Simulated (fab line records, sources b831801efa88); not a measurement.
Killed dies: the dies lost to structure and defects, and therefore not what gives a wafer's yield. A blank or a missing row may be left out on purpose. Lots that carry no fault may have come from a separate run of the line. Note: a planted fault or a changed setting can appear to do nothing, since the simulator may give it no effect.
fab line records	flow sky130
[record] lots = 13	wafers = 39	lastDay = 50
route steps=708 shown SONOS_ONO@183 LDD_N@248 VIA1@461 METAL2@488
lots untouched by any fault: they come from a run of this same line in which no faults occurred
startH: start of the lot's first displayed wafer, in hours after the record's first day	waitH: hours from the lot's prior step to this one	" identical to the entry in the row above	L1.1+2: one row covering several wafers at once	- no value, or no start was given	* or withheld: withheld	< > ~ a bound
route shown NAME@n: names a module that has steps shown in the file, with the first one's number in the route	usual: mean/standard deviation taken from wafers without a fault	same: alike in all rows	chamber/n: place in a boat	sites: per-site readings	_std_site: the values' standard deviation	_edge_site: outer sites' mean less inner sites'	radiusMm: how far each site lies from the wafer's centre	mask NAME#n: copy n	behind: the most recent tool/chamber to have shaped the wafer	hold: cause of the lot's hold/its duration in hours/its outcome	device: names the non-switching transistor (n, p or np)	end of line: at the end of the route, the tests of the same wafers	a step without rows: its recipe alone	killed: at the first sort, the dies lost to defects and structure; wafer yield is something else	map: per-die view of a wafer (x killed, . not killed, _ where there is no die)
set.NAME: setting as actually run; set.NAME@STEP: the setting as run at that earlier step	model.NAME: the simulator's own value behind a step, which no gauge read
a sample of lots followed through the steps of the route, with each step as a table and each wafer as a row
services: a tool's chamber out of use, with start hour (startH, from the record's first day; less than 0 if before it), hours out, and reason
[[steps]]
[step SKY_SONOS_ONO_ETCH_15]
[recipe] targetDepthNm = 19.52	chemistry = CHF3/O2	sourceW = 600	biasW = 200	pressureMtorr = 40	chf3FlowSccm = 50	O2_flow_sccm = 5	timeS = 7.8
[usual] drypumpMotorCurrentA = 5.6/0.53	oesProductAu = 1.002/0.0072	throttleValvePct = 8.824/0.0094
lot.wafer	tool	chamber	startH	waitH	drypumpMotorCurrentA	oesProductAu	rfHoursCounterH	throttleValvePct
L353.2	rieDiel-02	0	277.41	0.0	5.2	1.002	7	8.831
L353.4	"	1	"	"	5.7	1.004	4	8.826
L353.5	"	0	"	"	5.2	0.999	-	8.817
L354.1	rieDiel-02	2	288.02	0.0	5.5	0.996	11	8.835
L354.2	"	3	"	"	6.3	0.995	86	8.828
L354.3	"	0	"	"	5.2	0.992	7	8.829
L355.1	rieDiel-01	1	291.71	0.0	6.7	1.005	70	8.823
L355.5	"	0	"	"	5.9	1.009	-	8.825
L355.6	"	1	"	"	6.6	1.009	-	8.833
L358.1	rieDiel-03	2	324.06	0.0	5.6	1.007	9	8.827
L358.3	"	0	"	"	4.9	0.996	55	8.823
L358.4	"	1	"	"	6.0	1.005	109	8.818
L359.2	rieDiel-02	1	341.96	0.0	5.7	1.003	5	8.823
L359.3	"	2	"	"	5.5	1.005	11	8.824
L359.4	"	3	"	"	6.2	0.999	87	8.825
L360.2	rieDiel-01	3	341.97	0.0	5.3	0.999	75	8.812
L360.4	"	1	"	"	6.6	1.004	71	8.835
L360.5	"	0	"	"	5.9	0.999	-	8.819
L365.1	rieDiel-01	2	387.26	0.0	5.1	1.007	18	8.821
L365.3	"	3	"	"	5.3	0.994	76	8.844
L365.5	"	0	"	"	5.9	1.002	-	8.826
L364.2	rieDiel-02	3	387.38	0.0	6.2	1.007	87	8.839
L364.3	"	1	"	"	5.7	1.011	5	8.820
L364.6	"	2	"	"	5.5	0.984	-	8.822
L367.2	rieDiel-02	0	394.08	0.0	5.3	1.014	9	8.824
L367.3	"	2	"	"	5.5	1.005	12	8.825
L367.5	"	2	"	"	5.5	1.002	-	8.833
L370.2	rieDiel-01	3	424.96	0.0	5.2	0.998	76	8.832
L370.4	"	2	"	"	5.2	0.996	18	8.843
L370.5	"	3	"	"	5.2	0.989	-	8.825
L371.3	rieDiel-03	1	447.91	0.0	6.0	0.995	1	8.835
L371.4	"	0	"	"	4.9	0.996	58	8.824
L371.5	"	1	"	"	6.0	1.004	-	8.810
L374.1	rieDiel-02	1	458.81	0.0	5.6	1.000	7	8.831
L374.2	"	0	"	"	5.2	1.005	10	8.836
L374.3	"	2	"	"	5.5	0.995	13	8.812
L375.2	rieDiel-01	0	466.41	0.0	5.9	0.994	14	8.826
L375.3	"	3	"	"	5.2	0.998	77	8.800
L375.4	"	2	"	"	5.1	1.003	19	8.810
[step SKY_LDD_N_IMPLANT_11]
[recipe] species = As	energyKev = 20	doseCm2 = 7.5e+13	tiltDeg = withheld	rotationDeg = 293
[usual] beamEnergyKeV = 19.999/0.0064	faradayCurrentUA = 423/7.9
lot.wafer	tool	chamber	startH	waitH	beamEnergyKeV	faradayCurrentUA
L353.2	implanter-01	0	393.41	0.1	19.996	420
L353.4	"	0	"	"	19.997	414
L353.5	"	0	"	"	20.001	406
L354.1	implanter-04	0	407.59	0.1	19.996	430
L354.2	"	0	"	"	19.996	422
L354.3	"	0	"	"	19.997	416
L355.1	implanter-03	0	418.20	0.1	20.000	428
L355.5	"	0	"	"	20.000	432
L355.6	"	0	"	"	19.996	430
L358.1	implanter-04	0	453.79	0.1	19.992	407
L358.3	"	0	"	"	20.003	410
L358.4	"	0	"	"	19.987	426
L360.2	implanter-03	0	469.42	0.1	19.994	419
L360.4	"	0	"	"	20.007	422
L360.5	"	0	"	"	19.996	429
L359.2	implanter-04	0	470.96	0.1	19.999	417
L359.3	"	0	"	"	19.992	421
L359.4	"	0	"	"	19.984	420
L364.2	implanter-04	0	523.96	0.1	19.988	423
L364.3	"	0	"	"	19.991	427
L364.6	"	0	"	"	19.999	433
L365.1	implanter-04	0	525.14	0.1	18.405	413
L365.3	"	0	"	"	18.382	406
L365.5	"	0	"	"	18.401	417
L367.2	implanter-04	0	529.71	0.1	18.400	409
L367.3	"	0	"	"	18.392	425
L367.5	"	0	"	"	18.404	432
L370.2	implanter-03	0	557.91	0.1	19.990	415
L370.4	"	0	"	"	20.002	419
L370.5	"	0	"	"	19.993	420
L371.3	implanter-03	0	580.48	0.1	19.987	427
L371.4	"	0	"	"	19.990	425
L371.5	"	0	"	"	19.994	420
L374.1	implanter-03	0	590.74	0.1	20.009	430
L374.2	"	0	"	"	20.003	438
L374.3	"	0	"	"	20.004	427
L375.2	implanter-03	0	596.91	0.1	19.992	422
L375.3	"	0	"	"	19.993	424
L375.4	"	0	"	"	19.998	413
[step SKY_VIA1_BOW_MEAS_03]
[recipe] mode = bow
[usual] VIA1_BOW = 79/7
lot.wafer	tool	chamber	startH	waitH	VIA1_BOW[um]
L353.2	filmMetro-01	-	758.97	0.2	76
L353.4	"	-	"	"	76
L353.5	"	-	"	"	82
L354.1	filmMetro-04	-	768.69	0.1	77
L354.2	"	-	"	"	67
L354.3	"	-	"	"	65
L355.1	filmMetro-03	-	779.51	0.1	93
L355.5	"	-	"	"	70
L355.6	"	-	"	"	80
L358.1	filmMetro-03	-	812.93	0.2	72
L358.3	"	-	"	"	82
L358.4	"	-	"	"	82
L360.2	filmMetro-04	-	822.52	0.1	78
L360.4	"	-	"	"	80
L360.5	"	-	"	"	76
L359.2	filmMetro-03	-	824.94	0.2	78
L359.3	"	-	"	"	85
L359.4	"	-	"	"	63
L364.2	filmMetro-01	-	870.10	0.2	84
L364.3	"	-	"	"	83
L364.6	"	-	"	"	88
L365.1	filmMetro-04	-	873.10	0.1	90
L365.3	"	-	"	"	85
L365.5	"	-	"	"	83
L367.2	filmMetro-03	-	874.77	0.3	83
L367.3	"	-	"	"	72
L367.5	"	-	"	"	79
L370.2	filmMetro-04	-	897.20	0.2	87
L370.4	"	-	"	"	78
L370.5	"	-	"	"	83
L371.3	filmMetro-01	-	917.90	0.2	86
L371.4	"	-	"	"	80
L371.5	"	-	"	"	85
L374.1	filmMetro-01	-	927.92	0.1	90
L374.2	"	-	"	"	83
L374.3	"	-	"	"	76
L375.2	filmMetro-04	-	934.51	0.2	95
L375.3	"	-	"	"	71
L375.4	"	-	"	"	72
[step SKY_METAL2_RS_MEAS_05]
[recipe] thkMeasGauge = four-point-probe	reads = TiN_of_METAL2_SPUTTER_04+Ti_of_METAL2_SPUTTER_03+AlCu_of_METAL2_SPUTTER_02+TiN_of_METAL2_SPUTTER_01+Ti_of_METAL2_SPUTTER_00
[usual] METAL2_ALCU_RS = 0.1270/0.0014
lot.wafer	tool	chamber	startH	waitH	METAL2_ALCU_RS[ohm/sq]
L353.2	filmMetro-02	-	787.32	0.0	0.1270
L353.4	"	-	"	"	0.1274
L353.5	"	-	"	"	0.1279
L354.1	filmMetro-03	-	797.66	0.0	0.1252
L354.2	"	-	"	"	0.1257
L354.3	"	-	"	"	0.1266
L355.1	filmMetro-02	-	808.08	0.0	0.1285
L355.5	"	-	"	"	0.1292
L355.6	"	-	"	"	0.1285
L358.1	filmMetro-02	-	841.13	0.0	0.1277
L358.3	"	-	"	"	0.1293
L358.4	"	-	"	"	0.1283
L360.2	filmMetro-01	-	850.53	0.0	0.1260
L360.4	"	-	"	"	0.1257
L360.5	"	-	"	"	0.1259
L359.2	filmMetro-01	-	852.80	0.0	0.1246
L359.3	"	-	"	"	0.1249
L359.4	"	-	"	"	0.1242
L364.2	filmMetro-03	-	897.04	0.0	0.1280
L364.3	"	-	"	"	0.1284
L364.6	"	-	"	"	0.1292
L365.1	filmMetro-03	-	900.66	0.0	0.1277
L365.3	"	-	"	"	0.1274
L365.5	"	-	"	"	0.1277
L367.2	filmMetro-01	-	902.20	0.0	0.1281
L367.3	"	-	"	"	0.1292
L367.5	"	-	"	"	0.1304
L370.2	filmMetro-02	-	924.00	0.0	0.1287
L370.4	"	-	"	"	0.1283
L370.5	"	-	"	"	0.1282
L371.3	filmMetro-01	-	943.60	0.1	0.1259
L371.4	"	-	"	"	0.1252
L371.5	"	-	"	"	0.1251
L374.1	filmMetro-01	-	953.97	0.0	0.1247
L374.2	"	-	"	"	0.1250
L374.3	"	-	"	"	0.1254
L375.2	filmMetro-02	-	960.93	0.0	0.1283
L375.3	"	-	"	"	0.1273
L375.4	"	-	"	"	0.1281
[[services]]
tool	chamber	startH	hours	kind
rieDiel-02	0	262.86	13.3	repair
implanter-03	-	266.98	2.1	repair
implanter-04	-	296.77	8.2	repair
rieDiel-02	-	323.75	1.1	repair
implanter-03	-	359.86	1.0	repair
implanter-04	-	371.76	2.8	repair
rieDiel-01	1	381.52	4.9	repair
implanter-04	-	399.49	2.7	repair
rieDiel-02	-	399.66	0.9	repair
rieDiel-02	-	401.80	0.2	repair
implanter-03	-	406.04	3.6	pm
implanter-04	-	413.85	6.4	repair
rieDiel-02	3	421.80	6.1	repair
rieDiel-01	1	440.42	4.3	repair
rieDiel-02	2	460.41	3.6	repair
rieDiel-02	-	461.37	0.2	repair
rieDiel-01	0	470.10	3.6	repair
rieDiel-01	3	483.72	5.9	repair
implanter-03	-	488.34	6.5	pm
rieDiel-02	3	491.35	33.4	repair
rieDiel-02	0	539.46	1.8	repair
implanter-04	-	552.04	3.9	repair
implanter-03	-	571.60	5.9	repair
rieDiel-02	1	578.20	10.3	repair
[[key]]
[firstSign] step = SKY_LDD_N_IMPLANT_11	reading = beamEnergyKeV	direction = down	sigmas = 99+	usual = *	struck = *
effect none on later readings
metAt SKY_LDD_N_IMPLANT_11
struckLots L365,L367
testerLeftOut L365,L367
notActingAt SKY_SONOS_ONO_ETCH_15,SKY_VIA1_BOW_MEAS_03,SKY_METAL2_RS_MEAS_05
onsetBetween 523.96 525.14
[fault] kind = processParameterDrift	tool = implanter-04	chamber = -	onsetH = 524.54	steps = SKY_LDD_N_IMPLANT_11	channel = energyKev	offset = *	shape = step	endH = 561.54	actsIn = *	stated = *
// testerLeftOut: of these lots the tester's yield and bins aren't shown, on N5 and GAA mostly nor the transistor test; their killed dies are dies lost to structure and defects alone, not to doping, threshold or leakage, so they don't give the yield
